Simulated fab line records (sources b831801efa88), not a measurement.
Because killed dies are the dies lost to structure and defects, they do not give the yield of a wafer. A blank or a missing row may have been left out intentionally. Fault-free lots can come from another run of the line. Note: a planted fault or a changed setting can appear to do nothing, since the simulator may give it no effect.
Comparing a struck lot with a sound one / flow sky130 / 15 out of 708 route steps
Sound: the wafers L982.2, L982.3, L982.5. Struck: wafer L101.4 (left out: L101.5, a lot-mate that was not struck); the cause follows at the end.
Per side, at each step with rows, come the tool, then ch with its chambers, and then its first start. Under that, the readings that differ: sound wafers / struck wafers / difference of the means / sigmas: that difference in standard deviations of wafers without a fault.
alike: readings with means less than 2 such deviations apart, plus words and numbers identical on both sides. not compared: withheld readings, readings lacking a value on some wafer, bounds such as >300 that could conceal the same value, and numbers that have no deviation in the record and whose values overlap.
A row with sigmas, a row that says differs or no value, or rows on one side alone: a step with any of these is where the two part. Numbers that don't overlap but have no deviation are shown without sigmas and don't part them. A reading that every wafer of one side lacks parts them only if that side has two wafers or more.

first, 9 steps without rows for these wafers: SKY_CAP2M_CLEAN_17 (cleans in O3/DIW); SKY_METAL4_DEHYDRATE_05 (time 60 s); SKY_METAL4_HMDS_06 (prime time 60 s); SKY_METAL4_COAT_07 (resist thk 60 nm); SKY_METAL4_COAT_08 (resist thk 1140 nm); SKY_METAL4_SOFTBAKE_09 (time 90 s); SKY_METAL4_EXPOSE_10 (exposes mask MM4, target cd 300 nm); SKY_METAL4_PEB_11; SKY_METAL4_DEVELOP_12 (develop time 60 s).
SKY_METAL4_CD_MEAS_13 targets a cd of 300 nm.
  sound: cd_sem-02 at day 42 00:25; struck: cd_sem-02 at day 47 08:04
  alike: cd_nm
SKY_METAL4_OVL_MEAS_14:
  sound: overlay-01 at day 42 00:31; struck: overlay-02 at day 47 08:08
  alike: METAL4_OVL
SKY_METAL4_DESCUM_15: chemistry O2, time 8 s.
  sound on rie_metal-02 ch 0,1, day 42 00:33; struck on rie_metal-02 ch 0, day 47 08:10
reading=oes_product_au (a.u.); sound=0.993 1.010 0.999; struck=1.015; difference=+0.014; sigmas=+2
  alike: drypump_motor_current_A, he_backside_leak_sccm
  not compared: rf_hours_counter_h
SKY_METAL4_ETCH_16: etches BARC in N2/H2, stops on SiO2, time 88.2 s, target depth 60 nm.
  sound on rie_metal-02 ch 0,1, day 42 00:35; struck on rie_metal-02 ch 0, day 47 08:13
reading=oes_product_au (a.u.); sound=0.624 0.626 0.631; struck=0.616; difference=-0.011; sigmas=-2
reading=run_length_s (s); sound=116.9 116.1 117.1; struck=121.2; difference=+4.5; sigmas=+8
reading=model.SiO2_of_CAP2M_CVD_00.thk_nm (nm); sound=15.44 15.49 15.8; struck=15.24; difference=-0.34; sigmas=
  alike: drypump_motor_current_A, he_backside_leak_sccm, throttle_valve_pct
  not compared: rf_hours_counter_h
SKY_METAL4_ETCH_17: etches SiO2 in C4F8/O2/Ar, stops on TiN, time 3.9 s, target depth 15 nm.
  sound on rie_diel-03 ch 0,2,3, day 42 00:41; struck on rie_diel-01 ch 2, day 47 08:17
reading=oes_product_au (a.u.); sound=0.757 0.760 0.757; struck=0.742; difference=-0.016; sigmas=-2
  not compared: rf_hours_counter_h
-- the record jumps here: 3 days lie between the struck wafers' starts before and after (it left off in module METAL4 and takes up again in module PAD_OPEN, whose first step shown is number 708 of the route) --
SKY_PAD_OPEN_PROBE_99:
  only the struck wafers here have rows in the record (prober-02, day 50 13:57); the sound ones have none

## WHERE THEY PART
Earliest at SKY_METAL4_DESCUM_15; latest, in this record, at SKY_PAD_OPEN_PROBE_99.

WHY: what the simulator had put in
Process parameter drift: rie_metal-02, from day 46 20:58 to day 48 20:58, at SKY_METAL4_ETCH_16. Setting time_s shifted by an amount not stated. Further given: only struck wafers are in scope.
